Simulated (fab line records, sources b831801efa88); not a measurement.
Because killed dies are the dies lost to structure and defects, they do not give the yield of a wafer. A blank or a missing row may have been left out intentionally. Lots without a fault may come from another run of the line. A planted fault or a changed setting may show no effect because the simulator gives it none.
Split-lot study :: flow sky130 :: 23 wafers read across 5 lots, on a route 708 steps long

## THE SPLIT ITSELF
At SKY_LOCAL_INTERCONNECT_EXPOSE_08 (exposes mask LI1M, target cd 170 nm), the setting doseMj was moved away from the recipe's 28 on 8 of the 23 wafers read, by -5.5% to +5.5%. For the rest of the wafers, this setting stayed at what the recipe calls for.

## FROM THE SPLIT TO THE READING: what the file shows between them, 2 steps
- SKY_LOCAL_INTERCONNECT_PEB_09
- SKY_LOCAL_INTERCONNECT_DEVELOP_10: develop time 60 s

## THE READING
At SKY_LOCAL_INTERCONNECT_CD_MEAS_11: cdNm in nanometres, against a target cd of 170 nm. Fault-free wafers of this fab line usually give 169.4 nm, standard deviation 1.9 nm.

wafer: L074.1
tool, chamber at the split: krfScanner-02, 0
doseMj as run: 28.99
against the recipe: +3.5%
cdNm, nm: 162.9
against lot-mates on the recipe: -6.2

wafer: L074.2
tool, chamber at the split: krfScanner-02, 0
doseMj as run: 28
against the recipe: recipe
cdNm, nm: 168.5
against lot-mates on the recipe: -

wafer: L074.3
tool, chamber at the split: krfScanner-02, 0
doseMj as run: 28.99
against the recipe: +3.5%
cdNm, nm: 163.2
against lot-mates on the recipe: -5.9

wafer: L074.4
tool, chamber at the split: krfScanner-02, 0
doseMj as run: 28.99
against the recipe: +3.5%
cdNm, nm: 162.3
against lot-mates on the recipe: -6.8

wafer: L074.5
tool, chamber at the split: krfScanner-02, 0
doseMj as run: 28
against the recipe: recipe
cdNm, nm: 169.7
against lot-mates on the recipe: -

wafer: L076.1
tool, chamber at the split: krfScanner-01, 0
doseMj as run: 28
against the recipe: recipe
cdNm, nm: 171.5
against lot-mates on the recipe: -

wafer: L076.2
tool, chamber at the split: krfScanner-01, 0
doseMj as run: 28
against the recipe: recipe
cdNm, nm: 171.0
against lot-mates on the recipe: -

wafer: L076.3
tool, chamber at the split: krfScanner-01, 0
doseMj as run: 26.45
against the recipe: -5.5%
cdNm, nm: 182.5
against lot-mates on the recipe: +11.2

wafer: L076.5
tool, chamber at the split: krfScanner-01, 0
doseMj as run: 26.45
against the recipe: -5.5%
cdNm, nm: 182.5
against lot-mates on the recipe: +11.2

wafer: L076.6
tool, chamber at the split: krfScanner-01, 0
doseMj as run: 26.45
against the recipe: -5.5%
cdNm, nm: 180.7
against lot-mates on the recipe: +9.4

wafer: L079.1
tool, chamber at the split: krfScanner-01, 0
doseMj as run: 28
against the recipe: recipe
cdNm, nm: 167.2
against lot-mates on the recipe: -

wafer: L079.3
tool, chamber at the split: krfScanner-01, 0
doseMj as run: 28
against the recipe: recipe
cdNm, nm: 167.1
against lot-mates on the recipe: -

wafer: L079.5
tool, chamber at the split: krfScanner-01, 0
doseMj as run: 28
against the recipe: recipe
cdNm, nm: 167.2
against lot-mates on the recipe: -

wafer: L082.1
tool, chamber at the split: krfScanner-01, 0
doseMj as run: 28
against the recipe: recipe
cdNm, nm: 169.6
against lot-mates on the recipe: -

wafer: L082.2
tool, chamber at the split: krfScanner-01, 0
doseMj as run: 28
against the recipe: recipe
cdNm, nm: 170.2
against lot-mates on the recipe: -

wafer: L082.4
tool, chamber at the split: krfScanner-01, 0
doseMj as run: 28
against the recipe: recipe
cdNm, nm: 169.9
against lot-mates on the recipe: -

wafer: L082.5
tool, chamber at the split: krfScanner-01, 0
doseMj as run: 28
against the recipe: recipe
cdNm, nm: 170.3
against lot-mates on the recipe: -

wafer: L082.6
tool, chamber at the split: krfScanner-01, 0
doseMj as run: 28
against the recipe: recipe
cdNm, nm: 169.4
against lot-mates on the recipe: -

wafer: L084.1
tool, chamber at the split: krfScanner-01, 0
doseMj as run: 28
against the recipe: recipe
cdNm, nm: 169.5
against lot-mates on the recipe: -

wafer: L084.2
tool, chamber at the split: krfScanner-01, 0
doseMj as run: 29.54
against the recipe: +5.5%
cdNm, nm: 160.7
against lot-mates on the recipe: -10.0

wafer: L084.4
tool, chamber at the split: krfScanner-01, 0
doseMj as run: 29.54
against the recipe: +5.5%
cdNm, nm: 159.8
against lot-mates on the recipe: -10.9

wafer: L084.5
tool, chamber at the split: krfScanner-01, 0
doseMj as run: 28
against the recipe: recipe
cdNm, nm: 170.4
against lot-mates on the recipe: -

wafer: L084.6
tool, chamber at the split: krfScanner-01, 0
doseMj as run: 28
against the recipe: recipe
cdNm, nm: 172.1
against lot-mates on the recipe: -

THE FIT
A straight line over all 23 wafers: cdNm changes by -2.01 nm for each +1% of doseMj; r = -0.97; the points scatter about the line by 1.4 nm.
The same after taking each lot's own level away (the mean of its wafers on the recipe; 23 wafers): -1.89 nm for each +1%; r = -0.99; scatter 0.63 nm.
On that fit, the largest move of doseMj shifts the reading by 10 nm.
From 167.17 to 171.25 nm: that is the span of the lots' own levels, equal to 2.1 times the standard deviation above.
The two slopes are in agreement: the lot-to-lot level therefore moves the slope only a little.
Check: for one of the wafers moved furthest among these (-5.5%), held out of the fit, the line's prediction against its lot-mates is +10.3 nm. It came out at +11.2 nm against them.

## THE OTHER SPLITS THESE WAFERS WENT THROUGH
These wafers also went through other splits before the reading. Each is held against what the fit with the lots' levels taken away leaves over:
other split on the same wafers: SKY_SD_P_IMPLANT_09 doseCm2
wafers away from the commonest value: 4
r with cdNm (lot level and that fit taken away): +0.34

other split on the same wafers: SKY_SD_N_COAT_02 resistThkNm
wafers away from the commonest value: 10
r with cdNm (lot level and that fit taken away): -0.33

other split on the same wafers: SKY_SD_N_IMPLANT_09 energyKev
wafers away from the commonest value: 2
r with cdNm (lot level and that fit taken away): +0.01

other split on the same wafers: SKY_LI_CONTACT_SPUTTER_20 timeS
wafers away from the commonest value: 8
r with cdNm (lot level and that fit taken away): -0.11

## THE WHOLE CHAIN: every reading that the file lists as answering this split, in the file's order
step: SKY_LOCAL_INTERCONNECT_CD_MEAS_11
what it does: target cd 170 nm
reading: cdNm
change (the file's fit): -1.89 nm for each +1% of the setting
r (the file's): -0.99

step: SKY_LOCAL_INTERCONNECT_ETCH_13
what it does: etches BARC in N2/H2, stops on SiO2, time 45.9 s, target depth 60 nm
reading: LOCAL_INTERCONNECT.cdNm (the simulator's own value, which no gauge read)
change (the file's fit): -1.93 nm for each +1% of the setting
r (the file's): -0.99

## FILE'S OWN FIT
cdNm changes by -1.89 nm for each +1% of doseMj, r = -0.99.
